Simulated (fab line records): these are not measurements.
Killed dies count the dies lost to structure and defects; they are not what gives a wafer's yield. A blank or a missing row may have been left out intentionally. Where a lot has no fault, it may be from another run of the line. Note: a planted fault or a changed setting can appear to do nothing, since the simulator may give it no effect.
Which tool did it?    flow sky130    Sampling: 11 lots, 33 wafers, 6 of 708 route steps

WHAT EACH GAUGE READ, for each wafer
SKY_SONOS_TUNNEL_CD_MEAS_07 targets a cd of 410 nm.
lot   measured      on         cd-nm (nm)
L606  day 11 12:17  cd-sem-02  412.4 409.5 413.5
L607  day 11 19:16  cd-sem-02  409.2 408.3 408.1
L609  day 12 10:07  cd-sem-01  407.4 410.2 407.7
L611  day 13 08:25  cd-sem-01  412.8 414.5 414.2
L620  day 15 22:13  cd-sem-02  410.5 410.6 411.5
L621  day 16 05:24  cd-sem-01  407.8 408.6 410.1
L623  day 16 21:25  cd-sem-02  410.1 411.9 412.5
L625  day 17 19:26  cd-sem-01  411.0 409.1 410.6
L626  day 17 21:53  cd-sem-02  410.4 412.4 410.9
L628  day 18 11:39  cd-sem-02  411.6 409.2 410.8
L629  day 19 02:50  cd-sem-02  409.0 407.2 408.6

SKY_GATE_OXIDE_OVL_MEAS_10.
lot   measured      on          GATE_OXIDE_OVL (nm)
L606  day 14 10:13  overlay-02  -0.3 -1.7 -1.9
L607  day 14 10:31  overlay-01  -2.1 -1.3 -2.2
L609  day 14 22:16  overlay-02  0.3 1.6 1.1
L611  day 15 22:59  overlay-01  -1.1 -1.2 -0.1
L620  day 18 16:51  overlay-02  -0.1 0.9 -0.4
L621  day 19 02:49  overlay-01  -1.1 -1.2 -1.9
L623  day 19 17:13  overlay-02  -1.7 -1.5 -1.3
L625  day 20 16:40  overlay-01  0.0 -0.8 0.1
L626  day 20 20:19  overlay-01  -1.3 -0.9 0.1
L628  day 21 10:54  overlay-01  -0.9 -1.3 0.0
L629  day 22 00:47  overlay-01  -1.1 -1.3 -2.1

SKY_LDD_P_TW_MEAS_11.
lot   measured      on             LDD_P_TW
L606  day 19 14:56  film-metro-04  639 635 638
L607  day 19 18:37  film-metro-03  640 639 640
L609  day 20 04:01  film-metro-03  637 638 634
L611  day 21 10:59  film-metro-03  645 641 642
L620  day 24 08:25  film-metro-03  649 647 649
L621  day 24 14:16  film-metro-03  649 646 647
L623  day 25 05:43  film-metro-02  626 628 626
L625  day 26 03:21  film-metro-03  645 643 643
L626  day 26 07:28  film-metro-03  640 645 643
L628  day 26 18:55  film-metro-03  646 650 647
L629  day 27 09:02  film-metro-03  643 645 643

SKY_LDD_HVN_TW_MEAS_10.
lot   measured      on             LDD_HVN_TW
L606  day 20 22:13  film-metro-01  1465 1459 1455
L607  day 21 02:03  film-metro-01  1453 1459 1459
L609  day 21 10:36  film-metro-01  1460 1450 1454
L611  day 22 18:09  film-metro-01  1453 1449 1463
L620  day 25 14:03  film-metro-04  30 30 30 30 30 30
L621  day 25 19:55  film-metro-03  30 30 31 30 30 30
L623  day 26 10:14  film-metro-01  1466 1464 1462
L625  day 27 08:08  film-metro-01  1450 1445 1447
L626  day 27 12:31  film-metro-03  1450 1455 1451
L628  day 27 23:24  film-metro-01  1455 1452 1449
L629  day 28 14:21  film-metro-01  1456 1459 1451

WHICH TOOL RAN EACH LOT (tool, then ch and the chambers of the sampled wafers, then the start)
lot   SKY_LDD_P_STRIP_10                    SKY_LDD_HVN_STRIP_09
L606  plasma-asher-04 ch 1, day 19 14:49    plasma-asher-03 ch 0, day 20 22:06
L607  plasma-asher-04 ch 0,1, day 19 18:31  plasma-asher-03 ch 0,1, day 21 01:57
L609  plasma-asher-04 ch 1, day 20 03:55    plasma-asher-02 ch 0,1, day 21 10:30
L611  plasma-asher-04 ch 0,1, day 21 10:53  plasma-asher-01 ch 0,1, day 22 18:03
L620  plasma-asher-03 ch 0,1, day 24 08:19  plasma-asher-03 ch 0,1, day 25 13:57
L621  plasma-asher-04 ch 0,1, day 24 14:10  plasma-asher-03 ch 0,1, day 25 19:49
L623  plasma-asher-04 ch 0,1, day 25 05:37  plasma-asher-03 ch 0,1, day 26 10:06
L625  plasma-asher-03 ch 0,1, day 26 03:15  plasma-asher-02 ch 0,1, day 27 08:02
L626  plasma-asher-01 ch 0,1, day 26 07:22  plasma-asher-01 ch 0,1, day 27 12:25
L628  plasma-asher-03 ch 1, day 26 18:49    plasma-asher-02 ch 0,1, day 27 23:18
L629  plasma-asher-03 ch 0,1, day 27 08:56  plasma-asher-01 ch 0,1, day 28 14:15
- SKY_LDD_P_STRIP_10: strips in O2/N2.
- SKY_LDD_HVN_STRIP_09: strips in O2/N2.

WHAT THE TOOLS THEMSELVES READ (means of the sampled wafers that have a number; where no wafer has one, the mark that the record gives instead)
SKY_LDD_P_STRIP_10.
lot   tool             chamber-pressure-mTorr (mTorr)  drypump-motor-current-A (A)  oes-product-au (a.u.)  strip-time-to-endpoint-s (s)
L606  plasma-asher-04  1499.8                          4.9                          0.717                  14.21
L607  plasma-asher-04  1500.0                          5.3                          0.715                  14.18
L609  plasma-asher-04  1501.8                          4.9                          0.718                  14.13
L611  plasma-asher-04  1499.8                          5.1                          0.714                  14.16
L620  plasma-asher-03  -                               -                            -                      -
L621  plasma-asher-04  -                               -                            -                      -
L623  plasma-asher-04  1501.0                          5.1                          0.715                  14.14
L625  plasma-asher-03  1500.8                          5.2                          0.715                  14.18
L626  plasma-asher-01  1500.9                          6.1                          0.712                  14.20
L628  plasma-asher-03  1499.9                          5.3                          0.715                  14.21
L629  plasma-asher-03  1499.6                          5.2                          0.714                  14.14

SKY_LDD_HVN_STRIP_09.
lot   tool             chamber-pressure-mTorr (mTorr)  drypump-motor-current-A (A)  oes-product-au (a.u.)  strip-time-to-endpoint-s (s)
L606  plasma-asher-03  1500.7                          5.1                          0.411                  4.148
L607  plasma-asher-03  1501.2                          5.2                          0.409                  4.135
L609  plasma-asher-02  1499.5                          4.9                          0.407                  4.134
L611  plasma-asher-01  1500.6                          6.1                          0.404                  4.142
L620  plasma-asher-03  1499.5                          5.2                          0.719                  21.811
L621  plasma-asher-03  1501.2                          5.2                          0.718                  21.671
L623  plasma-asher-03  1499.0                          5.2                          0.407                  4.146
L625  plasma-asher-02  1499.0                          4.9                          0.403                  4.144
L626  plasma-asher-01  1499.3                          6.1                          0.407                  4.117
L628  plasma-asher-02  1499.7                          4.9                          0.406                  4.115
L629  plasma-asher-01  1500.2                          6.1                          0.412                  4.135

THE ANSWER, worked out from the rows above alone
Rule: the lots themselves supply what counts as usual. Put in order of their means at a reading, lots are off if they are a third of the lots or fewer, leave a main group of 4 or more, and stand apart from it by a gap of 3 or more times the standard deviation of the main group's means; of several such gaps the widest counts. If all means in a main group match to the digits the tables above print for the reading, that group is not used. Also off: a lot with no number at a reading for which 4 or more lots have one. The other lots that the step has rows for count as sound. The gauges are gone through in route order, then the tools' own readings, and for those a lot's mean is taken as printed above. At the first step where some lot is off, the reading lying furthest off is the one used; lots without a number count as furthest.
Off: L620, L621, at SKY_LDD_HVN_TW_MEAS_10 (LDD_HVN_TW). The main group has a mean of 1455 with a standard deviation of 4.5.
A tool fits if, at a process step before that reading, it ran every lot that is off, and no sound lot after the first of them. Not tried: the gauges at SKY_LDD_HVN_TW_MEAS_10; whatever is off there is also off at SKY_LDD_P_STRIP_10, on other tools, and gauge error can't account for it. None of those tried fits.

WHAT THE SIMULATOR HAD PUT IN
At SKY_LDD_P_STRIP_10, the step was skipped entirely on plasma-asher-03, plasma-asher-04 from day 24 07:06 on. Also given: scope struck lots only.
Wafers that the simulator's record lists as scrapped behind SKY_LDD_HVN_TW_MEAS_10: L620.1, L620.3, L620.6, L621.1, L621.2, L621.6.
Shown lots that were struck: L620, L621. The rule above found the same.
